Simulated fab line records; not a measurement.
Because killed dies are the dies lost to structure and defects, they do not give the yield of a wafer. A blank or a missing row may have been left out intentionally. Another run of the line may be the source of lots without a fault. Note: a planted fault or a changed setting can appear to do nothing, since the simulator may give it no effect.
A single fault, viewed from 2 desks / flow sky130 / each desk holds nothing but its own numbers, with what lay behind them at the end

## THE TOOL OWNER'S DESK: implanter-02
The tool's own readings at SKY_VT_ADJUST_HVTP_IMPLANT_09: means of the sampled wafers that have a number, for each lot that ran on this tool. The brackets show how far a lot's mean lies from the usual mean; more than 4 standard deviations puts the lot out of limits, marked OUT.
Columns: A = beam energy keV at SKY_VT_ADJUST_HVTP_IMPLANT_09, usual 150.00; B = beam on s at SKY_VT_ADJUST_HVTP_IMPLANT_09, usual 9.99 s
lot=L557; first seen here=day 8 16:09; A=152.35 (+49) OUT; B=10.00
lot=L561; first seen here=day 9 18:46; A=152.32 (+48) OUT; B=9.83
lot=L571; first seen here=day 12 09:55; A=150.00; B=10.06
Finding of this desk: L557, L561 out of limits; the first was L557 at day 8 16:09, on beam energy keV at SKY_VT_ADJUST_HVTP_IMPLANT_09. In limits: L571.

## METROLOGY DESK
What the gauges read, lot by lot, whatever tool the lot ran on: means of the sampled wafers that have a number. The brackets show how far a lot's mean lies from the usual mean; more than 4 standard deviations puts the lot out of limits, marked OUT.
Columns: A = NWELL_RS at SKY_NWELL_RS_MEAS_29, usual 624.6 ohm/sq; B = PWDE_RS at SKY_NWELL_RS_MEAS_31, usual 5276 ohm/sq; C = cd nm at SKY_VT_ADJUST_HVTP_CD_MEAS_07, usual 379.2 nm; D = VT_ADJUST_HVTP_OVL at SKY_VT_ADJUST_HVTP_OVL_MEAS_08, usual -0.5 nm
lot=L548; first seen here=day 5 21:25; A=624.7; B=5270; C=379.6; D=-1.4
lot=L557; first seen here=day 7 18:00; A=624.8; B=5289; C=380.0; D=-0.2
lot=L561; first seen here=day 8 19:54; A=624.6; B=5271; C=376.7; D=-3.1
lot=L566; first seen here=day 9 23:55; A=624.1; B=5310; C=380.0; D=0.9
lot=L569; first seen here=day 11 02:49; A=624.6; B=5284; C=376.9; D=-0.7
lot=L571; first seen here=day 11 09:24; A=622.6; B=5272; C=375.1; D=-0.1
This desk's verdict: no lot among the 6 shows anything out of limits.

## PUT TOGETHER
The tool owner's desk had the chance to raise an alarm at day 8 16:09 on L557, L561.
Nothing out of limits was seen by the metrology desk.
The metrology desk has L557, L561 on record, within its limits.
Every lot named ran SKY_VT_ADJUST_HVTP_IMPLANT_09 on implanter-02.

## WHAT THE SIMULATOR HAD PUT IN
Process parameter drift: implanter-02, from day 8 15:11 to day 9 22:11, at SKY_VT_ADJUST_HVTP_IMPLANT_09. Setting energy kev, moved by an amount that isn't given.
Shown lots that were struck: L557, L561.
How many hours passed from the start of the fault until each desk's first out-of-limits reading: the tool owner's desk, 1.
